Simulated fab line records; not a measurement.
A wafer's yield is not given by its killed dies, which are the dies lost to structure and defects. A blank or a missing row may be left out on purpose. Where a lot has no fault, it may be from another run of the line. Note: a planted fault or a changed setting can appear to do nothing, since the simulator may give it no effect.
Which tool was responsible? + flow gf180mcu + 42 wafers from 14 lots sampled at 4 of the route's 602 steps

## WHAT EACH GAUGE READ, for each wafer
GF_V2_OVL_MEAS_15. Usual: V2_OVL 2 nm, standard deviation 5.4.
| lot  | measured     | on         | V2_OVL (nm) | flag |
|------|--------------|------------|-------------|------|
| L702 | day 20 05:21 | overlay-01 | 3 -1 -9     |      |
| L704 | day 21 05:05 | overlay-01 | -4 -1 3     |      |
| L715 | day 25 03:26 | overlay-01 | 5 -2 3      |      |
| L716 | day 25 09:57 | overlay-02 | 3 1 0       |      |
| L717 | day 25 18:43 | overlay-02 | 2 9 4       |      |
| L718 | day 26 06:00 | overlay-02 | -6 -2 1     |      |
| L720 | day 27 03:03 | overlay-02 | -8 -7 -9    |      |
| L721 | day 27 08:48 | overlay-01 | 6 9 4       |      |
| L722 | day 27 09:23 | overlay-02 | -5 -1 -3    |      |
| L723 | day 27 18:47 | overlay-02 | 11 6 2      |      |
| L724 | day 27 22:08 | overlay-02 | 3 9 1       |      |
| L725 | day 28 09:26 | overlay-01 | -2 9 9      |      |

## EACH LOT AND THE TOOL THAT RAN IT (in order: tool; ch and the chambers of the sampled wafers; start)
| lot  | GF_V1_ETCH_17                                | GF_V1_SPUTTER_22            | GF_V2_CVD_02                    |
|------|----------------------------------------------|-----------------------------|---------------------------------|
| L702 | rieDiel-03 ch 2,3, day 18 02:28 or earlier   | pvdSputter-03, day 18 02:28 | pecvd-01 ch 1,2, day 19 04:31   |
| L704 | rieDiel-02 ch 1,3, day 19 01:14 or earlier   | pvdSputter-03, day 19 01:14 | pecvd-04 ch 0,1,2, day 20 03:55 |
| L710 | rieDiel-02 ch 0,1,3, day 21 12:11 or earlier | pvdSputter-03, day 21 12:11 | pecvd-01 ch 0,1,2, day 22 14:00 |
| L711 | rieDiel-04 ch 0,1, day 21 20:31 or earlier   | pvdSputter-02, day 21 20:31 | pecvd-03 ch 0,1, day 22 20:46   |
| L715 | rieDiel-04 ch 1,2,3, day 23 04:04 or earlier | pvdSputter-02, day 23 04:04 | pecvd-01 ch 1,2, day 24 04:11   |
| L716 | rieDiel-02 ch 0,1, day 23 11:09 or earlier   | pvdSputter-03, day 23 11:09 | pecvd-03 ch 0,1,2, day 24 11:37 |
| L717 | rieDiel-03 ch 0,3, day 23 20:41 or earlier   | pvdSputter-03, day 23 20:41 | pecvd-04 ch 0,1,2, day 24 21:06 |
| L718 | rieDiel-04 ch 0,2,3, day 24 08:35 or earlier | pvdSputter-02, day 24 08:35 | pecvd-04 ch 0,1, day 25 08:24   |
| L720 | rieDiel-02 ch 0,1,2, day 25 06:04 or earlier | pvdSputter-02, day 25 06:04 | pecvd-03 ch 0,2, day 26 05:25   |
| L721 | rieDiel-02 ch 0,1,3, day 25 11:48 or earlier | pvdSputter-03, day 25 11:48 | pecvd-01 ch 0,1, day 26 11:29   |
| L722 | rieDiel-04 ch 1,3, day 25 12:30 or earlier   | pvdSputter-04, day 25 12:30 | pecvd-03 ch 0,2, day 26 12:18   |
| L723 | rieDiel-02 ch 0,3, day 25 22:04 or earlier   | pvdSputter-02, day 25 22:04 | pecvd-03 ch 0,1, day 26 21:19   |
| L724 | rieDiel-03 ch 1,2, day 26 02:45 or earlier   | pvdSputter-02, day 26 02:45 | pecvd-01 ch 0,2, day 27 01:11   |
| L725 | rieDiel-03 ch 1,3, day 26 14:05 or earlier   | pvdSputter-04, day 26 14:05 | pecvd-01 ch 0,1, day 27 13:02   |
- GF_V1_ETCH_17: etches SiO2 in C4F8/O2/Ar, stops on TiN, target depth 630 nm.
- GF_V1_SPUTTER_22: material TiN, target thk 10 nm, time 40 s.
- GF_V2_CVD_02: deposits SiO2 from TEOS, target thk 850 nm, time 94.851 s.

## WHAT THE TOOLS THEMSELVES READ (means of the sampled wafers that have a number; where no wafer has one, the mark that the record gives instead)
GF_V1_ETCH_17. Usual: oesProductAu 0.856 a.u., standard deviation 0.0046; rfFwdPowerW 1492 W, standard deviation 5.1.
| lot  | tool       | oesProductAu (a.u.) | rfFwdPowerW (W) | flag |
|------|------------|---------------------|-----------------|------|
| L702 | rieDiel-03 | 0.856               | 1492            |      |
| L704 | rieDiel-02 | 0.852               | 1493            |      |
| L710 | rieDiel-02 | 0.851               | 1494            |      |
| L711 | rieDiel-04 | 0.856               | 1497            |      |
| L715 | rieDiel-04 | 0.856               | 1493            |      |
| L716 | rieDiel-02 | 0.851               | 1487            |      |
| L717 | rieDiel-03 | 0.856               | 1494            |      |
| L718 | rieDiel-04 | 0.855               | 1494            |      |
| L720 | rieDiel-02 | 0.858               | 1488            |      |
| L721 | rieDiel-02 | 0.857               | 1491            |      |
| L722 | rieDiel-04 | 0.862               | 1493            |      |
| L723 | rieDiel-02 | 0.857               | 1490            |      |
| L724 | rieDiel-03 | 0.860               | 1497            |      |
| L725 | rieDiel-03 | 0.856               | 1492            |      |

GF_V1_SPUTTER_22. Usual: throttleValvePct at 30.1 %, with a standard deviation of 0.72.
| lot  | tool          | throttleValvePct (%) | flag |
|------|---------------|----------------------|------|
| L702 | pvdSputter-03 | 30.4                 |      |
| L704 | pvdSputter-03 | 30.2                 |      |
| L710 | pvdSputter-03 | 29.9                 |      |
| L711 | pvdSputter-02 | 30.0                 |      |
| L715 | pvdSputter-02 | 30.5                 |      |
| L716 | pvdSputter-03 | 30.6                 |      |
| L717 | pvdSputter-03 | 29.8                 |      |
| L718 | pvdSputter-02 | 30.5                 |      |
| L720 | pvdSputter-02 | 30.0                 |      |
| L721 | pvdSputter-03 | 29.7                 |      |
| L722 | pvdSputter-04 | 29.9                 |      |
| L723 | pvdSputter-02 | 30.4                 |      |
| L724 | pvdSputter-02 | 30.4                 |      |
| L725 | pvdSputter-04 | 30.8                 |      |

GF_V2_CVD_02. Usual: heaterPowerOuterW 381 W, standard deviation 62; heaterPowerW 643 W, standard deviation 80; rfFwdPowerW 596.4 W, standard deviation 2.1.
| lot  | tool     | heaterPowerOuterW (W) | heaterPowerW (W) | rfFwdPowerW (W) | flag |
|------|----------|-----------------------|------------------|-----------------|------|
| L702 | pecvd-01 | 445                   | 714              | 596.3           |      |
| L704 | pecvd-04 | 381                   | 608              | 597.4           |      |
| L710 | pecvd-01 | -                     | -                | -               | OFF  |
| L711 | pecvd-03 | -                     | -                | -               | OFF  |
| L715 | pecvd-01 | 403                   | 656              | 596.8           |      |
| L716 | pecvd-03 | 383                   | 677              | 596.1           |      |
| L717 | pecvd-04 | 348                   | 562              | 596.8           |      |
| L718 | pecvd-04 | 403                   | 640              | 596.8           |      |
| L720 | pecvd-03 | 381                   | 653              | 595.8           |      |
| L721 | pecvd-01 | 373                   | 638              | 596.3           |      |
| L722 | pecvd-03 | 390                   | 674              | 599.9           |      |
| L723 | pecvd-03 | 365                   | 645              | 598.1           |      |
| L724 | pecvd-01 | 444                   | 702              | 597.4           |      |
| L725 | pecvd-01 | 381                   | 669              | 592.9           |      |

## THE ANSWER, worked out from the rows above alone
Rule: lot off if the mean of its wafers having a number is beyond 3 standard deviations from the usual mean. A lot without any number at a reading at which 4 lots or more have one is off too. All remaining lots with rows at the step are treated as sound. After the gauges, taken in route order, come the tools' own readings; for these a lot's mean is taken, as printed above. The first step at which some lot is off is used, and at that step the reading that is off furthest; a lot without a number counts as furthest.
Off at GF_V2_CVD_02 (heaterPowerOuterW): L710, L711. Without a number there: L710, L711.
A tool fits if, at that step or a process step before it, it ran every lot that is off, and no sound lot after the first of them. With no start given for some of its lots, GF_V1_ETCH_17 uses the hours and lot order of GF_V1_SPUTTER_22. Of those tried, none fits.

## WHAT THE SIMULATOR HAD PUT IN
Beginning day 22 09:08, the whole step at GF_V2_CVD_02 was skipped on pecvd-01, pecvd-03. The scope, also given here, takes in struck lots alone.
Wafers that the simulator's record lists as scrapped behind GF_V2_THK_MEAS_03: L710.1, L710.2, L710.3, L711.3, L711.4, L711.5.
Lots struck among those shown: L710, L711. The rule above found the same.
